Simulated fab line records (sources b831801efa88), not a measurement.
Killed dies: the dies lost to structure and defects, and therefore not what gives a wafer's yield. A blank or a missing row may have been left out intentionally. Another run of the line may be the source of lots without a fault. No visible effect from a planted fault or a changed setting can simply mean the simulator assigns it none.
Which tool was responsible?	flow gf180mcu	11 lots, 33 wafers sampled, at 2 steps of a route of 602

== WHAT THE GAUGES SHOWED, per wafer ==
GF_V3_RS_MEAS_24: measures by four-point-probe.
lot	measured	on	V3_W_RS (ohm/sq)
L275	day 22 08:17	film-metro-01	0.326 0.327 0.327
L276	day 22 19:20	film-metro-01	0.329 0.328 0.325
L277	day 22 22:34	film-metro-01	0.325 0.329 0.328
L278	day 23 02:37	film-metro-02	0.326 0.330 0.331
L279	day 24 02:45	film-metro-02	0.328 0.330 0.331
L280	day 24 02:46	film-metro-01	0.327 0.322 0.325
L284	day 25 14:34	film-metro-02	0.333 0.329 0.325
L288	day 26 21:01	film-metro-01	0.335 0.331 0.330
L290	day 27 15:32	film-metro-02	0.324 0.324 0.328
L291	day 27 23:34	film-metro-04	0.328 0.326 0.327
L295	day 28 22:50	film-metro-01	0.331 0.329 0.328

GF_M4_RS_MEAS_05: measures by four-point-probe.
lot	measured	on	M4_ALCU_RS (ohm/sq)
L275	day 22 08:59	film-metro-01	0.0696 0.0698 0.0692
L276	day 22 20:02	film-metro-03	0.0698 0.0705 0.0701
L277	day 22 23:16	film-metro-04	0.0699 0.0696 0.0701
L278	day 23 03:20	film-metro-03	0.0695 0.0695 0.0689
L279	day 24 03:27	film-metro-01	0.0692 0.0694 0.0697
L280	day 24 03:28	film-metro-03	0.0697 0.0700 0.0698
L284	day 25 15:16	film-metro-03	0.0707 0.0701 0.0704
L288	day 26 21:43	film-metro-03	0.0701 0.0702 0.0698
L290	day 27 16:14	film-metro-04	0.0707 0.0698 0.0703
L291	day 28 00:16	film-metro-03	0.0694 0.0696 0.0695
L295	day 28 23:32	film-metro-03	0.0696 0.0697 0.0703

== TOOL THAT RAN EACH LOT (tool first, then ch and the chambers of the sampled wafers, then the start) ==
Before these readings, the record contains no process step.

== WHAT THE TOOLS THEMSELVES READ (means of the sampled wafers that have a number; where no wafer has one, the mark that the record gives instead) ==
The record holds no such reading with a usual standard deviation.

== THE ANSWER, worked out from the rows above alone ==
Rule: usual is defined by the lots themselves. The widest of any qualifying gaps counts: lots, ordered by their means at a reading, are off when they make up no more than a third of the lots, leave a main group of 4 or more, and stand apart from it by 3 or more times the standard deviation of that group's means. A main group whose means are all the same, to the digits that the tables above print for the reading, isn't used. Also off: a lot with no number at a reading for which 4 or more lots have one. The other lots that the step has rows for count as sound. The gauges are gone through in route order, then the tools' own readings, and for those a lot's mean is taken as printed above. At the first step where some lot is off, the reading lying furthest off is the one used; lots without a number count as furthest.
No lot is off on any of the readings shown, so nothing can be concluded from this.

== WHAT WAS PUT IN BY THE SIMULATOR ==
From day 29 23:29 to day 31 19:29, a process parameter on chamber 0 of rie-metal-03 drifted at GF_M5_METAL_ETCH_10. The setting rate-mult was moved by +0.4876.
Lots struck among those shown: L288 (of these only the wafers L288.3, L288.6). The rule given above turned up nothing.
